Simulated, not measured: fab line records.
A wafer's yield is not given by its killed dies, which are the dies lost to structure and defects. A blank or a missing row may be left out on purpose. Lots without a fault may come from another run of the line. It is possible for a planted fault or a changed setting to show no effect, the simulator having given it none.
Which tool was responsible?	flow sky130	6 lots with 18 wafers sampled at 4 steps, on a route of 708 steps

## WHAT THE GAUGES READ, wafer by wafer
SKY_PASSIVATION_THK_MEAS_03.
lot	measured	on	PASSIVATION_CVD_02_THK (nm)
L889	day 44 20:13	filmMetro-02	534 540 544
L891	day 44 22:21	filmMetro-04	537 540 547
L896	day 44 22:41	filmMetro-04	530 535 545
L899	day 46 04:08	filmMetro-04	538 536 532
L906	day 49 23:01	filmMetro-02	542 543 542
L912	day 50 04:26	filmMetro-02	544 549 551

## EACH LOT AND THE TOOL THAT RAN IT (in order: tool; ch and the chambers of the sampled wafers; start)
lot	SKY_VIA1_CVD_21	SKY_METAL3_METAL_ETCH_18	SKY_CAP2M_CVD_00
L889	cvdW-02 ch 0,1, day 35 03:59	rieMetal-03 ch 1, day 39 12:56	pecvd-01 ch 0,2, day 40 16:46
L891	cvdW-01 ch 0,1, day 35 05:14	rieMetal-03 ch 1, day 39 14:56	pecvd-04 ch 0,1, day 40 19:19
L896	cvdW-02 ch 1, day 35 08:32	rieMetal-02 ch 0,1, day 39 16:50	pecvd-01 ch 0,2, day 40 20:24
L899	cvdW-01 ch 0,1, day 36 20:34	rieMetal-04 ch 0,1, day 41 01:48	pecvd-04 ch 0,1,2, day 42 04:28
L906	cvdW-02 ch 0,1, day 41 12:43	rieMetal-04 ch 0,1, day 45 14:24	pecvd-04 ch 0,1,2, day 46 17:29
L912	cvdW-01 ch 0,1, day 41 16:10	rieMetal-04 ch 0,1, day 45 18:23	pecvd-02 ch 0,1,2, day 46 21:54
- SKY_VIA1_CVD_21: deposits W, target thk 270 nm, time 80.902 s.
- SKY_METAL3_METAL_ETCH_18: etches the open film in Cl2/BCl3, stops on SiO2, target depth 845 nm, time 183.1 s.
- SKY_CAP2M_CVD_00: deposits SiO2, target thk 15.5 nm.

## THE ANSWER, worked out from the rows above alone
Rule: the usual values come from the lots themselves. The widest of any qualifying gaps counts: lots, ordered by their means at a reading, are off when they make up no more than a third of the lots, leave a main group of 4 or more, and stand apart from it by 3 or more times the standard deviation of that group's means. If all means in a main group match to the digits the tables above print for the reading, that group is not used. A lot without any number at a reading at which 4 lots or more have one is off too. The other lots that the step has rows for count as sound.
No lot is off at any reading shown: from this, nothing can be told.

## WHAT HAD BEEN PUT IN BY THE SIMULATOR
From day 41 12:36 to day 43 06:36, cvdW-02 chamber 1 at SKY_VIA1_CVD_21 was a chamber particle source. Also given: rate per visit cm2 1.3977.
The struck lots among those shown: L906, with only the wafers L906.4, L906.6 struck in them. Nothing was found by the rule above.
